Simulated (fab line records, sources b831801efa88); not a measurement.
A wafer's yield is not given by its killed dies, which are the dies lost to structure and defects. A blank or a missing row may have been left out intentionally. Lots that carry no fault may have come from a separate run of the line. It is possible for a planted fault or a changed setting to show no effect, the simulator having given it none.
Which tool did it?    flow gf180mcu    Sampling: 12 lots, 36 wafers, 5 of 602 route steps

== WHAT EACH GAUGE READ, for each wafer ==
GF_NSD_OVL_MEAS_08. Usual: for NSD_OVL the level is -0.8 nm and the standard deviation is 1.3.
lot   measured      on          NSD_OVL (nm)    flag
L955  day 13 23:15  overlay-02  -0.7 2.3 -0.5   
L957  day 14 05:12  overlay-02  -0.1 -1.4 -0.2  
L958  day 14 13:30  overlay-02  -1.9 -2.3 -2.6  
L960  day 15 00:46  overlay-02  -0.1 -2.2 -0.3  
L965  day 16 15:07  overlay-02  -2.0 -1.6 -2.0  
L967  day 16 23:37  overlay-02  -1.4 0.5 -2.0   
L972  day 19 22:01  overlay-01  -1.3 -1.1 0.5   
L973  day 20 09:03  overlay-01  -1.8 -0.9 -0.4  
L974  day 20 10:00  overlay-02  -0.4 -3.3 -0.9  
L976  day 20 23:28  overlay-01  1.6 -2.1 -0.4   
L975  day 21 06:16  overlay-01  1.1 0.4 -0.5    
L978  day 21 20:01  overlay-01  -1.1 -0.6 -2.7  

GF_SALICIDE_RS_MEAS_04: a four-point-probe measurement. Usual: for SALICIDE_TIN_RS the level is 16.4 ohm/sq and the standard deviation is 0.31.
lot   measured      on             SALICIDE_TIN_RS (ohm/sq)  flag
L955  day 15 17:53  film-metro-04  16.6 17.1 17.0            
L957  day 16 00:42  film-metro-04  16.1 16.2 16.1            
L958  day 16 09:21  film-metro-04  16.6 16.1 16.1            
L960  day 16 21:59  film-metro-01  16.7 16.8 16.5            
L965  day 18 14:23  film-metro-01  14.6 16.7 16.6            
L967  day 18 23:05  film-metro-04  14.6 16.1 16.1            
L972  day 21 23:34  film-metro-03  16.7 16.5 16.6            
L973  day 22 10:22  film-metro-01  16.6 16.6 16.3            
L974  day 22 10:42  film-metro-01  16.1 16.0 16.1            
L976  day 22 23:20  film-metro-04  15.8 16.0 16.2            
L975  day 23 06:00  film-metro-03  16.1 16.1 15.8            
L978  day 23 19:04  film-metro-04  16.9 16.8 16.7            

GF_SALICIDE_THK_MEAS_05: measures by xrf. Usual: for SALICIDE_TIN_THK the level is 20.05 nm and the standard deviation is 0.28.
lot   measured      on             SALICIDE_TIN_THK (nm)  flag
L955  day 15 18:00  film-metro-04  20.32 20.27 20.35      
L957  day 16 00:49  film-metro-04  20.20 20.05 20.23      
L958  day 16 09:28  film-metro-04  20.06 20.04 20.28      
L960  day 16 22:05  film-metro-01  20.27 20.16 20.27      
L965  day 18 14:29  film-metro-01  27.44 19.86 19.91      OFF
L967  day 18 23:11  film-metro-04  27.52 20.15 20.18      OFF
L972  day 21 23:40  film-metro-03  20.24 20.13 20.30      
L973  day 22 10:29  film-metro-01  20.13 20.05 20.01      
L974  day 22 10:49  film-metro-01  19.96 19.91 19.57      
L976  day 22 23:27  film-metro-04  20.62 20.28 20.19      
L975  day 23 06:07  film-metro-03  20.27 20.10 20.44      
L978  day 23 19:11  film-metro-04  20.38 20.18 20.29      

== WHAT TOOL EACH LOT RAN ON (gives the tool, then ch and the chambers of the sampled wafers, and finally the start) ==
lot   GF_HV_LDD_ETCHBACK_58               GF_SALICIDE_SPUTTER_03
L955  rie-diel-01 ch 2,3, day 13 02:36    pvd-sputter-03, day 15 17:51
L957  rie-diel-01 ch 1,2,3, day 13 09:16  pvd-sputter-01, day 16 00:40
L958  rie-diel-04 ch 0,2,3, day 13 17:20  pvd-sputter-03, day 16 09:19
L960  rie-diel-01 ch 0,2,3, day 14 03:53  pvd-sputter-04, day 16 21:56
L965  rie-diel-04 ch 0,2,3, day 15 17:25  pvd-sputter-03, day 18 14:20
L967  rie-diel-04 ch 1,2,3, day 16 01:37  pvd-sputter-03, day 18 23:02
L972  rie-diel-04 ch 0,1, day 18 22:52    pvd-sputter-04, day 21 23:30
L973  rie-diel-03 ch 1,2,3, day 19 08:31  pvd-sputter-04, day 22 10:20
L974  rie-diel-03 ch 0,1,2, day 19 10:04  pvd-sputter-03, day 22 10:40
L976  rie-diel-03 ch 2,3, day 19 23:37    pvd-sputter-03, day 22 23:18
L975  rie-diel-03 ch 1,2,3, day 20 06:11  pvd-sputter-01, day 23 05:57
L978  rie-diel-01 ch 2,3, day 20 20:23    pvd-sputter-04, day 23 19:02
- GF_HV_LDD_ETCHBACK_58: etches Si3N4 in CH3F/O2, stops on SiO2, time 100 s, target depth 90 nm.
- GF_SALICIDE_SPUTTER_03: material TiN, target thk 20 nm, time 16.7 s.

== AS READ BY THE TOOLS THEMSELVES (means over the sampled wafers that have a number; for cases with no such wafer, the mark the record gives instead) ==
GF_HV_LDD_ETCHBACK_58. Usual: chamber-pressure-mTorr 24.996 mTorr, standard deviation 0.022; drypump-motor-current-A 5.6 A, standard deviation 0.63; oes-product-au 0.842 a.u., standard deviation 0.0059; throttle-valve-pct 10.562 %, standard deviation 0.0094.
lot   tool         chamber-pressure-mTorr (mTorr)  drypump-motor-current-A (A)  oes-product-au (a.u.)  throttle-valve-pct (%)  flag
L955  rie-diel-01  25.006                          5.3                          0.841                  10.556                  
L957  rie-diel-01  24.968                          5.6                          0.843                  10.573                  
L958  rie-diel-04  24.997                          6.0                          0.849                  10.560                  
L960  rie-diel-01  24.987                          5.3                          0.836                  10.559                  
L965  rie-diel-04  25.008                          6.0                          0.837                  10.566                  
L967  rie-diel-04  24.989                          5.8                          0.837                  10.565                  
L972  rie-diel-04  25.012                          5.8                          0.847                  10.560                  
L973  rie-diel-03  24.997                          5.7                          0.846                  10.566                  
L974  rie-diel-03  24.977                          5.6                          0.841                  10.564                  
L976  rie-diel-03  25.004                          5.2                          0.843                  10.564                  
L975  rie-diel-03  24.982                          5.7                          0.842                  10.560                  
L978  rie-diel-01  24.988                          5.1                          0.841                  10.561                  

GF_SALICIDE_SPUTTER_03. Usual: cathode-dc-power-W 6500.0 W, standard deviation 1.2; chamber-pressure-pa 0.4000 Pa, standard deviation 0.00088; throttle-valve-pct 30.0 %, standard deviation 1.4.
lot   tool            cathode-dc-power-W (W)  chamber-pressure-pa (Pa)  throttle-valve-pct (%)  flag
L955  pvd-sputter-03  6499.0                  0.4023                    28.2                    
L957  pvd-sputter-01  6500.0                  0.3998                    31.0                    
L958  pvd-sputter-03  6499.6                  0.3994                    29.6                    
L960  pvd-sputter-04  6498.5                  0.4007                    29.2                    
L965  pvd-sputter-03  7294.6                  0.4007                    29.3                    OFF
L967  pvd-sputter-03  7296.0                  0.3997                    29.5                    OFF
L972  pvd-sputter-04  6500.5                  0.3995                    29.6                    
L973  pvd-sputter-04  6499.3                  0.4003                    29.8                    
L974  pvd-sputter-03  6499.5                  0.4005                    29.0                    
L976  pvd-sputter-03  6498.7                  0.3996                    29.5                    
L975  pvd-sputter-01  6500.0                  0.3995                    32.2                    
L978  pvd-sputter-04  6499.7                  0.4000                    29.0                    

== THE ANSWER, worked out from the rows above alone ==
Rule: a lot is off if the mean of its wafers that have a number lies more than 3 standard deviations from the usual mean. Also off: a lot with no number at a reading for which 4 or more lots have one. Any other lot the step has rows for is counted as sound. The gauges are gone through in route order, then the tools' own readings, and for those a lot's mean is taken as printed above. The first step at which some lot is off is used, and at that step the reading that is off furthest; a lot without a number counts as furthest.
Off: L965, L967, at GF_SALICIDE_THK_MEAS_05 (SALICIDE_TIN_THK).
A tool fits if, at a process step before that reading, it ran every lot that is off, and no sound lot after the first of them. The gauges at GF_SALICIDE_THK_MEAS_05 aren't tried: what is off there is off at GF_SALICIDE_SPUTTER_03 too, on other tools, and a gauge's error can't cause that. Not one of the candidates tried fits.

== WHAT THE SIMULATOR PUT IN ==
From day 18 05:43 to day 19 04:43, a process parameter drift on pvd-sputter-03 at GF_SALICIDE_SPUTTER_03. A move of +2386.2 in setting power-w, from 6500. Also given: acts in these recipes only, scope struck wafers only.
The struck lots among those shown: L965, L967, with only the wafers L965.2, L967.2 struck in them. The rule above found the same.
